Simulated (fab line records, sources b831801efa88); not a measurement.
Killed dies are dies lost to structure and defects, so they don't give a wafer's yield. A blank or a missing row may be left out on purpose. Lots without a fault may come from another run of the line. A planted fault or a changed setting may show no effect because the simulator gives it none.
A struck lot beside a sound one | flow sky130 | 33 steps out of a route of 708
Sound: wafers L497.1, L497.2, L497.6. Struck: wafers L490.3, L490.5. (L490.2 of the same lot was not struck and is left out.) The cause comes at the end.
At each step with rows: each side's tool, then ch and its chambers, then its first start. Under that, the readings that differ: sound wafers | struck wafers | difference of the means | sigmas: that difference in standard deviations of wafers without a fault.
alike: readings whose means differ by less than 2 such deviations, and words and numbers that are the same on both sides. not compared: withheld readings, readings that some wafer has no value for, bounds like >300 that may hide the same value, and numbers for which the record gives no deviation and whose values overlap.
The two part at a step that has a row with sigmas, a row that says differs or no value, or rows on one side only. Numbers that don't overlap but have no deviation are shown without sigmas and don't part them. A reading that every wafer of one side lacks parts them only if that side has two wafers or more.

SKY_SD_P_CD_MEAS_07: target cd 380 nm.
  sound on cd_sem-02, day 31 22:22; struck on cd_sem-02, day 29 16:08
  reading    | sound             | struck      | difference | sigmas
  cd_nm (nm) | 381.0 379.3 378.3 | 384.4 387.3 | +6.3       | +2
SKY_SD_P_OVL_MEAS_08:
  sound on overlay-02, day 31 22:29; struck on overlay-01, day 29 16:15
  alike: SD_P_OVL
then, 1 step without rows for these wafers: SKY_SD_P_IMPLANT_09.
SKY_SD_P_STRIP_10: strips in O2/N2.
  sound on plasma_asher-02 ch 0,1, day 31 22:41; struck on plasma_asher-02 ch 1, day 29 16:35
  alike: drypump_motor_current_A, oes_product_au, strip_time_to_endpoint_s
  not compared: rf_hours_counter_h
SKY_SD_P_TW_MEAS_11:
  sound on film_metro-02, day 31 22:47; struck on film_metro-02, day 29 16:41
  alike: SD_P_TW
then, 7 steps without rows for these wafers: SKY_RES_XHIGH_DEHYDRATE_00 (time 60 s); SKY_RES_XHIGH_HMDS_01 (prime time 60 s); SKY_RES_XHIGH_COAT_02 (resist thk 1140 nm); SKY_RES_XHIGH_SOFTBAKE_03 (time 60 s); SKY_RES_XHIGH_EXPOSE_04 (exposes mask URPM, target cd 1270 nm); SKY_RES_XHIGH_PEB_05; SKY_RES_XHIGH_DEVELOP_06 (develop time 60 s).
SKY_RES_XHIGH_IMPLANT_07:
  sound on implanter-04 ch 0, day 33 02:29; struck on implanter-04 ch 0, day 30 20:56
SKY_RES_XHIGH_STRIP_08: strips in O2/N2.
  sound on plasma_asher-01 ch 0,1, day 33 02:38; struck on plasma_asher-01 ch 1, day 30 21:04
  reading                      | sound             | struck      | difference | sigmas
  oes_product_au (a.u.)        | 0.707 0.715 0.704 | 0.718 0.718 | +0.009     | +2
  strip_time_to_endpoint_s (s) | 14.28 14.31 14.32 | 14.19 14.22 | -0.10      | -3
  alike: drypump_motor_current_A
  not compared: rf_hours_counter_h
SKY_RES_XHIGH_TW_MEAS_09:
  sound on film_metro-04, day 33 02:44; struck on film_metro-01, day 30 21:24
  reading      | sound          | struck    | difference | sigmas
  RES_XHIGH_TW | 1681 1671 1677 | 1458 1459 | -218       | -8
  not compared: hold
then, 6 steps without rows for these wafers: SKY_SD_N_HMDS_01 (prime time 60 s); SKY_SD_N_COAT_02 (resist thk 1140 nm); SKY_SD_N_SOFTBAKE_03 (time 60 s); SKY_SD_N_EXPOSE_04 (exposes mask NSDM, target cd 380 nm); SKY_SD_N_PEB_05; SKY_SD_N_DEVELOP_06 (develop time 60 s).
SKY_SD_N_CD_MEAS_07: target cd 380 nm.
  sound on cd_sem-01, day 34 04:19; struck on cd_sem-01, day 32 00:38
  alike: cd_nm
SKY_SD_N_OVL_MEAS_08:
  sound on overlay-02, day 34 04:26; struck on overlay-02, day 32 00:45
  alike: SD_N_OVL
then, 2 steps without rows for these wafers: SKY_SD_N_IMPLANT_09; SKY_SD_N_IMPLANT_10.
SKY_SD_N_STRIP_11: strips in O2/N2.
  sound on plasma_asher-04 ch 0,1, day 34 04:47; struck on plasma_asher-03 ch 0,1, day 32 01:05
  alike: drypump_motor_current_A, oes_product_au, strip_time_to_endpoint_s
  not compared: rf_hours_counter_h
SKY_SD_N_TW_MEAS_12:
  sound on film_metro-04, day 34 04:53; struck on film_metro-01, day 32 01:11
  reading | sound          | struck    | difference | sigmas
  SD_N_TW | 4093 4061 4085 | 3913 3920 | -163       | -2
then, 1 step without rows for these wafers: SKY_SD_N_CLEAN_13 (cleans in SC1/SC2, time 150 s).
SKY_SD_N_RTA_14: time 2 s.
  sound on rtp_anneal-01 ch 0, day 34 04:59; struck on rtp_anneal-02 ch 0, day 32 01:18
  alike: chamber_o2_ppm, lamp_power_pct, wafer_temp_C_max
SKY_SD_N_RS_MEAS_16: measures by four-point-probe.
  sound on film_metro-04, day 34 05:10; struck on film_metro-02, day 32 01:29
  alike: SD_N_RS
SKY_SD_N_RS_MEAS_17: measures by four-point-probe.
  sound on film_metro-04, day 34 05:17; struck on film_metro-02, day 32 01:36
  alike: SD_P_RS
SKY_SD_N_RS_MEAS_18: measures by four-point-probe.
  sound on film_metro-04, day 34 05:24; struck on film_metro-02, day 32 02:06
  reading               | sound             | struck      | difference | sigmas
  RES_XHIGH_RS (ohm/sq) | 332.8 332.1 333.2 | 423.9 425.1 | +91.8      | +83
  not compared: hold
-- the record jumps here: 17 days lie between the struck wafers' starts before and after (it left off in module SD_N and takes up again in module PAD_OPEN, whose first step shown is number 708 of the route) --
SKY_PAD_OPEN_PROBE_99:
  sound on prober-01, day 50 08:44; struck on prober-02, day 48 22:48
  reading                                            | sound         | struck              | difference | sigmas
  model.etest.res_xhigh_po.line_ohm_um               | 5756 5588     | 1.696e+04 1.766e+04 | +1.164e+04 |
  model.etest.res_xhigh_po.rs_ohm_sq_range           | 37.21 63.38   | 4306 4511           | +4358      |
  model.etest.res_xhigh_po.rs_ohm_sq                 | 1960 1978     | 6130 6330           | +4261      |
  model.etest.res_xhigh_po.rs_ohm_sq_rim_less_centre | -2.061 -29.82 | -2205 -2297         | -2235      |
  alike: killed_at_M0_to_M3, killed_at_M4_up, killed_at_contacts, killed_at_front_end, killed_at_other, killed_dies, killed_open, killed_short

WHERE THEY PART
First at SKY_SD_P_CD_MEAS_07; last, within this record, at SKY_SD_N_RS_MEAS_18. Later steps at which nothing parts them and some readings are alike: SKY_PAD_OPEN_PROBE_99.

WHY: what the simulator had put in
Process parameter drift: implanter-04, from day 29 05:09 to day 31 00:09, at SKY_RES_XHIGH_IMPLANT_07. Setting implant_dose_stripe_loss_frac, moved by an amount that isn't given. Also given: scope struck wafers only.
